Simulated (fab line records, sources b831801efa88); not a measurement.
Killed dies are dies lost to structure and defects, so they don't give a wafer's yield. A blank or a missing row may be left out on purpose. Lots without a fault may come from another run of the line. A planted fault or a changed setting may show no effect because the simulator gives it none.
One fault seen from 2 desks | flow gf180mcu | each desk has only its own numbers; what lay behind them comes last

THE METROLOGY DESK
What the gauges read, lot by lot, whatever tool the lot ran on: means of the sampled wafers that have a number. A lot is out of limits, marked OUT, if its mean lies more than 4 standard deviations from the usual mean; the brackets give that distance.
Columns: A = MVSD_RS at GF_VT_IMPLANT_RS_MEAS_46, usual 456.8 ohm/sq; B = HV_LDD_3_TW at GF_HV_LDD_TW_MEAS_38, usual 1439; C = cd_nm at GF_SAB_CD_MEAS_09, usual 419.4 nm; D = SALICIDE_TIN_THK at GF_SALICIDE_THK_MEAS_05, usual 19.9 nm
lot  | first seen here | A               | B    | C     | D
L770 | day 7 12:25     | 456.9           | 1452 | 417.2 | 19.8
L774 | day 8 14:47     | 456.4           | 1447 | 423.7 | 19.9
L775 | day 8 21:03     | 456.2           | 1450 | 420.5 | 19.4
L776 | day 9 04:58     | 456.3           | 1451 | 419.4 | 19.3
L777 | day 9 14:44     | 456.0           | 1416 | 421.8 | 19.6
L778 | day 9 21:07     | 456.7           | 1446 | 417.4 | 19.6
L780 | day 10 09:31    | 457.7           | 1435 | 417.0 | 20.0
L785 | day 11 19:42    | 444.0 (-13) OUT | 1441 | 417.9 | 19.7
L786 | day 12 01:47    | 443.4 (-13) OUT | 1442 | 419.8 | 20.0
L788 | day 12 20:23    | 455.8           | 1433 | 421.4 | 20.2
L789 | day 13 00:13    | 456.7           | 1419 | 419.1 | 20.3
L790 | day 13 02:13    | 458.8           | 1429 | 418.5 | 20.1
L792 | day 13 15:23    | 455.6           | 1455 | 417.0 | 19.9
L793 | day 14 04:08    | 457.9           | 1436 | 417.8 | 20.0
This desk's finding: out of limits on L785, L786; first on L785, day 11 19:42 (MVSD_RS at GF_VT_IMPLANT_RS_MEAS_46). In limits: L770, L774, L775, L776, L777, L778, L780, L788, L789, L790, L792, L793.

THE TOOL OWNER'S DESK: implanter-02
The tool's own readings at GF_MVSD_IMPLANT_09: means of the sampled wafers that have a number, for each lot that ran on this tool. A lot is out of limits, marked OUT, if its mean lies more than 4 standard deviations from the usual mean; the brackets give that distance.
Columns: A = dose_ions_cm2 at GF_MVSD_IMPLANT_09, usual 5e+12; B = faraday_current_uA at GF_MVSD_IMPLANT_09, usual 28.2
lot  | first seen here | A                       | B
L770 | day 4 09:39     | 5e+12                   | 28.0
L775 | day 5 14:32     | 5e+12                   | 27.9
L785 | day 8 02:52     | 6e+12 (+99 or more) OUT | 33.4 (+9.3) OUT
L786 | day 8 08:08     | 6e+12 (+99 or more) OUT | 33.7 (+9.8) OUT
This desk's finding: out of limits on L785, L786; first on L785, day 8 02:52 (dose_ions_cm2 at GF_MVSD_IMPLANT_09). In limits: L770, L775.

PUT TOGETHER
The tool owner's desk could have raised an alarm at day 8 02:52, on L785, L786.
The metrology desk could have raised an alarm at day 11 19:42, on L785, L786.
Of the lots named, all ran GF_MVSD_IMPLANT_09 on implanter-02.

WHAT THE SIMULATOR HAD PUT IN
Process parameter drift: implanter-02, from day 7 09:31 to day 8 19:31, at GF_MVSD_IMPLANT_09. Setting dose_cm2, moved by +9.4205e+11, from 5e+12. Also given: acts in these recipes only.
Lots struck among those shown: L785, L786.
Hours from the fault's start to each desk's first reading out of limits: the tool owner's desk, 17; the metrology desk, 106.
